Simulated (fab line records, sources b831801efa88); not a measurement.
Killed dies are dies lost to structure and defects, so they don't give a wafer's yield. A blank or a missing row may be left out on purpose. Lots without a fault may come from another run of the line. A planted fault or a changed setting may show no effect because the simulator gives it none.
Which tool did it? | flow gf180mcu | 13 lots, 39 wafers sampled, at 3 steps of a route of 602

WHAT THE GAUGES READ, wafer by wafer
GF_MIM_THK_MEAS_11: measures by xrf.
lot  | measured     | on            | MIM_ALCU_THK (nm)
L231 | day 24 21:23 | film_metro-04 | 196.6 192.7 195.2
L232 | day 25 08:02 | film_metro-02 | 198.5 198.8 202.0
L233 | day 25 12:58 | film_metro-03 | 197.3 197.1 195.8
L234 | day 25 21:19 | film_metro-03 | 201.5 203.4 198.3
L236 | day 26 15:46 | film_metro-04 | 196.8 197.3 198.7
L239 | day 27 11:08 | film_metro-02 | 196.7 195.2 200.3
L240 | day 28 03:58 | film_metro-04 | 198.2 195.6 199.6
L244 | day 29 08:36 | film_metro-04 | 201.1 199.1 200.0
L248 | day 30 05:41 | film_metro-03 | 197.8 196.2 193.9
L250 | day 30 14:19 | film_metro-02 | 198.7 201.7 198.2
L251 | day 30 21:52 | film_metro-02 | 199.7 202.7 203.5
L252 | day 31 03:35 | film_metro-02 | 200.4 197.3 198.4
L253 | day 31 11:46 | film_metro-02 | 198.6 199.5 204.5

WHICH TOOL RAN EACH LOT (tool, then ch and the chambers of the sampled wafers, then the start)
lot  | GF_V4_CVD_00                     | GF_MIM_SPUTTER_07
L231 | hdpcvd-02 ch 0,1,2, day 23 20:26 | pvd_sputter-02, day 24 21:08
L232 | hdpcvd-01 ch 0,2, day 24 07:01   | pvd_sputter-03, day 25 07:49
L233 | hdpcvd-01 ch 0,1,2, day 24 12:08 | pvd_sputter-02, day 25 12:44
L234 | hdpcvd-01 ch 0,1,2, day 24 21:29 | pvd_sputter-02, day 25 21:05
L236 | hdpcvd-01 ch 0,1,2, day 25 16:23 | pvd_sputter-02, day 26 15:33
L239 | hdpcvd-01 ch 0,1,2, day 26 11:48 | pvd_sputter-02, day 27 10:55
L240 | hdpcvd-01 ch 0,1,2, day 27 04:38 | pvd_sputter-01, day 28 03:43
L244 | hdpcvd-02 ch 0,1, day 28 10:11   | pvd_sputter-03, day 29 08:23
L248 | hdpcvd-02 ch 1,2, day 29 07:45   | pvd_sputter-01, day 30 05:27
L250 | hdpcvd-01 ch 0,1,2, day 29 17:21 | pvd_sputter-02, day 30 14:05
L251 | hdpcvd-01 ch 0, day 30 00:53     | pvd_sputter-03, day 30 21:38
L252 | hdpcvd-02 ch 0,2, day 30 07:13   | pvd_sputter-03, day 31 03:21
L253 | hdpcvd-02 ch 0,1,2, day 30 15:47 | pvd_sputter-03, day 31 11:31
- GF_V4_CVD_00: deposits SiO2, target thk 600 nm, time 100 s.
- GF_MIM_SPUTTER_07: material TiN, target thk 60 nm, time 50 s.

WHAT THE TOOLS THEMSELVES READ (means of the sampled wafers that have a number; where no wafer has one, the mark that the record gives instead)
GF_V4_CVD_00.
lot  | tool      | sih4_flow_sccm (sccm)
L231 | hdpcvd-02 | 62.39
L232 | hdpcvd-01 | 62.62
L233 | hdpcvd-01 | 62.55
L234 | hdpcvd-01 | 62.61
L236 | hdpcvd-01 | 62.72
L239 | hdpcvd-01 | 62.36
L240 | hdpcvd-01 | 62.33
L244 | hdpcvd-02 | 62.57
L248 | hdpcvd-02 | 62.45
L250 | hdpcvd-01 | 62.69
L251 | hdpcvd-01 | 62.56
L252 | hdpcvd-02 | 62.56
L253 | hdpcvd-02 | 62.52

GF_MIM_SPUTTER_07.
lot  | tool           | throttle_valve_pct (%)
L231 | pvd_sputter-02 | 29.5
L232 | pvd_sputter-03 | 28.5
L233 | pvd_sputter-02 | 29.9
L234 | pvd_sputter-02 | 30.1
L236 | pvd_sputter-02 | 30.0
L239 | pvd_sputter-02 | 30.0
L240 | pvd_sputter-01 | 29.6
L244 | pvd_sputter-03 | 28.4
L248 | pvd_sputter-01 | 30.0
L250 | pvd_sputter-02 | 30.0
L251 | pvd_sputter-03 | 29.5
L252 | pvd_sputter-03 | 29.1
L253 | pvd_sputter-03 | 28.4

THE ANSWER, worked out from the rows above alone
Rule: what is usual is taken from the lots themselves. Put in order of their means at a reading, lots are off if they are a third of the lots or fewer, leave a main group of 4 or more, and stand apart from it by a gap of 3 or more times the standard deviation of the main group's means; of several such gaps the widest counts. A main group whose means are all the same, to the digits that the tables above print for the reading, isn't used. A lot without any number at a reading at which 4 lots or more have one is off too. The other lots that the step has rows for count as sound. The gauges are gone through in route order, then the tools' own readings, and for those a lot's mean is taken as printed above. The first step at which some lot is off is used, and at that step the reading that is off furthest; a lot without a number counts as furthest.
No lot is off at any reading shown: from this, nothing can be told.

WHAT THE SIMULATOR HAD PUT IN
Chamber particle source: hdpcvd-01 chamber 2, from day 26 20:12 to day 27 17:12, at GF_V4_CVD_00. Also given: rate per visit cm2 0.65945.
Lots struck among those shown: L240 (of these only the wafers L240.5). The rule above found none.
